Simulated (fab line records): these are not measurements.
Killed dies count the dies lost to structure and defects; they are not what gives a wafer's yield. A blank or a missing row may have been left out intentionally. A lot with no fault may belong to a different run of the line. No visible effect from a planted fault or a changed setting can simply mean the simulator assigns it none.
2 desks looking at one fault | flow sky130 | each desk holds nothing but its own numbers, with what lay behind them at the end

== THE TOOL OWNER'S DESK: implanter-01 ==
The tool's own readings at SKY_NWELL_IMPLANT_12: means of the sampled wafers that have a number, for each lot that ran on this tool. Marked OUT: a lot whose mean sits more than 4 standard deviations from the usual mean, which makes it out of limits; the brackets give that distance.
Columns: A = beamEnergyKeV at SKY_NWELL_IMPLANT_12, usual 120.00; B = beamOnS at SKY_NWELL_IMPLANT_12, usual 10.00 s; C = doseIonsCm2 at SKY_NWELL_IMPLANT_12, usual 1.3e+12
lot  | first seen here | A                        | B     | C
L755 | day 6 07:13     | 120.01                   | 10.06 | 1.3e+12
L758 | day 6 22:56     | 114.41 (-99 or more) OUT | 10.00 | 1.3e+12
L759 | day 7 03:31     | 114.44 (-99 or more) OUT | 10.01 | 1.3e+12
L761 | day 8 01:54     | 114.41 (-99 or more) OUT | 9.79  | 1.3e+12
This desk finds L758, L759, L761 out of limits, L758 being first, at day 6 22:56 (beamEnergyKeV at SKY_NWELL_IMPLANT_12). Within limits: L755.

== METROLOGY DESK ==
What the gauges read, lot by lot, whatever tool the lot ran on: means of the sampled wafers that have a number. Marked OUT: a lot whose mean sits more than 4 standard deviations from the usual mean, which makes it out of limits; the brackets give that distance.
Columns: A = PWDE_TW at SKY_PWDE_TW_MEAS_10, usual 372.3; B = NWELL_00_OVL at SKY_NWELL_OVL_MEAS_10, usual -1.7 nm
lot  | first seen here | A     | B
L755 | day 5 14:25     | 368.4 | -0.4
L757 | day 5 22:34     | 371.1 | -3.0
L758 | day 6 05:28     | 373.0 | -2.3
L759 | day 6 09:50     | 376.6 | -0.5
L761 | day 7 06:44     | 372.0 | -0.9
L765 | day 8 11:04     | 371.8 | -2.6
L766 | day 8 19:31     | 371.3 | -4.2
Result from this desk: across the 7 lots, nothing is out of limits.

== BROUGHT TOGETHER ==
On L758, L759, L761, at day 6 22:56, an alarm was possible from the tool owner's desk.
Metrology desk: nothing out of limits seen.
The metrology desk has L758, L759, L761 on record, within its limits.
Every lot named ran SKY_NWELL_IMPLANT_12 on implanter-01.

== WHAT WAS PUT IN BY THE SIMULATOR ==
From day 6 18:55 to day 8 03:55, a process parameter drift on implanter-01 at SKY_NWELL_IMPLANT_12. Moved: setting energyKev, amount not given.
Lots struck among those shown: L758, L759, L761.
Each desk's first reading out of limits, in hours after the fault started: the tool owner's desk, 4.
